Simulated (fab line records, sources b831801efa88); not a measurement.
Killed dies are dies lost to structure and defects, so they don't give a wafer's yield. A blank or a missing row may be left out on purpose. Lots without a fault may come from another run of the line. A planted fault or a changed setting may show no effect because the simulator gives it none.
Which tool did it? | flow sky130 | 14 lots, 42 wafers sampled, at 3 steps of a route of 708

WHAT THE GAUGES READ, wafer by wafer
SKY_LI_CONTACT_CD_MEAS_12: target cd 170 nm.
lot  | measured     | on        | cd_nm (nm)
L310 | day 29 19:44 | cd_sem-02 | 170.8 170.7 170.3
L309 | day 30 02:26 | cd_sem-01 | 171.0 169.4 171.2
L312 | day 30 08:23 | cd_sem-02 | 170.9 170.4 171.0
L311 | day 30 13:59 | cd_sem-01 | 168.7 167.9 168.1
L314 | day 31 06:17 | cd_sem-01 | 170.4 168.7 170.7
L315 | day 31 10:25 | cd_sem-02 | 170.3 169.3 170.6
L317 | day 32 01:08 | cd_sem-02 | 169.3 170.8 170.8
L320 | day 33 01:07 | cd_sem-01 | - - -
L321 | day 33 03:32 | cd_sem-01 | - - -
L322 | day 33 16:11 | cd_sem-01 | 171.9 171.9 173.5
L324 | day 34 18:53 | cd_sem-02 | 170.6 170.6 172.3
L328 | day 35 08:59 | cd_sem-01 | 170.2 169.1 169.9
L329 | day 35 22:50 | cd_sem-01 | 170.2 168.7 168.3
L331 | day 36 14:46 | cd_sem-02 | 167.6 168.9 167.1

WHICH TOOL RAN EACH LOT (tool, then ch and the chambers of the sampled wafers, then the start)
lot  | SKY_SD_N_RTA_14                  | SKY_LI_CONTACT_DEVELOP_11
L310 | rtp_anneal-02 ch 0, day 28 14:30 | litho_track-02 ch 0, day 29 19:00
L309 | rtp_anneal-01 ch 0, day 28 21:25 | litho_track-02 ch 0, day 30 02:00
L312 | rtp_anneal-02 ch 0, day 29 03:37 | litho_track-03 ch 0, day 30 08:00
L311 | rtp_anneal-01 ch 0, day 29 07:22 | litho_track-02 ch 0, day 30 13:00
L314 | rtp_anneal-01 ch 0, day 30 01:12 | litho_track-04 ch 0, day 31 06:00
L315 | rtp_anneal-02 ch 0, day 30 06:13 | litho_track-02 ch 0, day 31 10:00
L317 | rtp_anneal-02 ch 0, day 30 20:34 | litho_track-04 ch 0, day 32 00:00
L320 | rtp_anneal-01 ch 0, day 31 21:09 | litho_track-03, day 33 00:00
L321 | rtp_anneal-02 ch 0, day 31 23:35 | litho_track-02, day 33 03:00
L322 | rtp_anneal-01 ch 0, day 32 12:41 | litho_track-03 ch 0, day 33 16:00
L324 | rtp_anneal-02 ch 0, day 33 17:33 | litho_track-03 ch 0, day 34 18:00
L328 | rtp_anneal-02 ch 0, day 34 08:47 | litho_track-02 ch 0, day 35 08:00
L329 | rtp_anneal-01 ch 0, day 34 23:01 | litho_track-02 ch 0, day 35 22:00
L331 | rtp_anneal-01 ch 0, day 35 12:55 | litho_track-04 ch 0, day 36 14:00
- SKY_SD_N_RTA_14: time 2 s.
- SKY_LI_CONTACT_DEVELOP_11: develop time 60 s.

WHAT THE TOOLS THEMSELVES READ (means of the sampled wafers that have a number; where no wafer has one, the mark that the record gives instead)
SKY_SD_N_RTA_14.
lot  | tool          | lamp_power_pct (%) | wafer_temp_C_max
L310 | rtp_anneal-02 | 15.71              | 1079.8
L309 | rtp_anneal-01 | 15.68              | 1077.4
L312 | rtp_anneal-02 | 15.73              | 1078.2
L311 | rtp_anneal-01 | 15.76              | 1080.2
L314 | rtp_anneal-01 | 15.74              | 1077.5
L315 | rtp_anneal-02 | 15.72              | 1078.5
L317 | rtp_anneal-02 | 15.76              | 1080.5
L320 | rtp_anneal-01 | 15.73              | 1078.0
L321 | rtp_anneal-02 | 15.69              | 1077.8
L322 | rtp_anneal-01 | 15.74              | 1078.4
L324 | rtp_anneal-02 | 15.71              | 1079.9
L328 | rtp_anneal-02 | 15.71              | 1078.1
L329 | rtp_anneal-01 | 15.75              | 1078.7
L331 | rtp_anneal-01 | 15.75              | 1078.5

SKY_LI_CONTACT_DEVELOP_11.
lot  | tool           | chill_plate_temp_C (C)
L310 | litho_track-02 | 23.05
L309 | litho_track-02 | 23.13
L312 | litho_track-03 | 22.96
L311 | litho_track-02 | 23.06
L314 | litho_track-04 | 22.95
L315 | litho_track-02 | 23.01
L317 | litho_track-04 | 22.83
L320 | litho_track-03 | -
L321 | litho_track-02 | -
L322 | litho_track-03 | 23.16
L324 | litho_track-03 | 23.05
L328 | litho_track-02 | 22.97
L329 | litho_track-02 | 23.05
L331 | litho_track-04 | 23.02

THE ANSWER, worked out from the rows above alone
Rule: what is usual is taken from the lots themselves. Put in order of their means at a reading, lots are off if they are a third of the lots or fewer, leave a main group of 4 or more, and stand apart from it by a gap of 3 or more times the standard deviation of the main group's means; of several such gaps the widest counts. A main group whose means are all the same, to the digits that the tables above print for the reading, isn't used. A lot without any number at a reading at which 4 lots or more have one is off too. The other lots that the step has rows for count as sound. The gauges are gone through in route order, then the tools' own readings, and for those a lot's mean is taken as printed above. The first step at which some lot is off is used, and at that step the reading that is off furthest; a lot without a number counts as furthest.
Off: L320, L321, at SKY_LI_CONTACT_CD_MEAS_12 (cd_nm). Without a number there: L320, L321. The main group: mean 170.1 nm, standard deviation 1.2.
A tool fits if, at a process step before that reading, it ran every lot that is off, and no sound lot after the first of them. The gauges at SKY_LI_CONTACT_CD_MEAS_12 aren't tried: what is off there is off at SKY_LI_CONTACT_DEVELOP_11 too, on other tools, and a gauge's error can't cause that. None of those tried fits.

WHAT THE SIMULATOR HAD PUT IN
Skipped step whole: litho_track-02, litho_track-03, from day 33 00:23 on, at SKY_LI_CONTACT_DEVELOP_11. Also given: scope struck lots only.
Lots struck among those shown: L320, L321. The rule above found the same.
